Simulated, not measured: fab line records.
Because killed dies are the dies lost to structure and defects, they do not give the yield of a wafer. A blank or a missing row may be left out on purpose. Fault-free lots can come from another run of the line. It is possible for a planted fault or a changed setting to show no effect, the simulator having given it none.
Problem report, 8D (eight disciplines) form, completed by code :: flow gf180mcu :: the parts of the form that need people (team, actions taken, sign-off) are left out

## 1. WHAT WENT WRONG
At GF_V1_STRIP_18, chamber-pressure-mTorr averages 1800.0 mTorr over 6 wafers from 2 lots, while fault-free wafers read 1500.1 mTorr, standard deviation 1.3. That is +99 or more standard deviations from the usual mean.
The step: strips in O2/N2.
First observed at day 20 09:22: wafer L393.2, on plasma-asher-04. The record has a number at this step for 39 wafers belonging to 13 lots. Rule for "out" (also "out of limits"): further than 4 standard deviations from the usual mean. The other wafers with a number count as sound.

## 2. WHAT THIS IS AND IS NOT
question: which readings at this step
is: chamber-pressure-mTorr
is not: drypump-motor-current-A, heater-power-w

question: which lots
is: L393, L396
is not: L388, L389, L390, L392, L397, L398, L402, L403, L406, L407, L409

question: which wafers of those lots
is: all that have a number
is not: -

question: read on which tools
is: plasma-asher-04
is not: plasma-asher-01, plasma-asher-03

question: when
is: from day 20 09:22
is not: up to then (12 sound wafers); but 21 sound wafers of L397, L398, L402, L403, L406, L407, L409 came after

## 3. THE SUSPECTS, EACH WITH WHAT RULES IT OUT
Counting: a tool stays on the suspect list if, at a process step up to the reading, it processed all lots that are out and no sound lot following the first of them.
- plasma-asher-04 at GF_V1_STRIP_18 (strips in O2/N2): kept. Every lot that is out went through it, starting with L393 (day 20 09:22), and after that it ran no sound lot; the last sound lot it ran before then is L392 (day 20 02:34). On those wafers its own readings are out: chamber-pressure-mTorr.
Remaining after the count: plasma-asher-04 at GF_V1_STRIP_18.

## 4. THE CAUSE (what the simulator had put in)
Process parameter drift: plasma-asher-04, from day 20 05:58 on, at GF_V1_STRIP_18. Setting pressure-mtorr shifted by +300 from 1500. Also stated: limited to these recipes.
The count eliminated every tool but this one.

## 5. THE EFFECT CHAIN, in route order
One row per reading whose mean, taken over the struck wafers that have a number, lies over 3 standard deviations from the usual. Only readings whose record carries a usual standard deviation are examined. hours: median over the lots of the time between each lot's start at the first step of this table that gives one and its start at this step. sigmas: the change, counted in usual standard deviations.
hours: 0
step: GF_V1_STRIP_18
reading: chamber-pressure-mTorr
usual: 1500.1 mTorr
on struck wafers: 1800.0
change: +299.9
sigmas: +99 or more
Here are the process steps it includes:
- GF_V1_STRIP_18: strips in O2/N2.

## 6. HOW IT WOULD HAVE BEEN CAUGHT EARLIER
In this record the first reading out of limits was taken at day 20 09:22, 3 hours after the fault began at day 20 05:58.
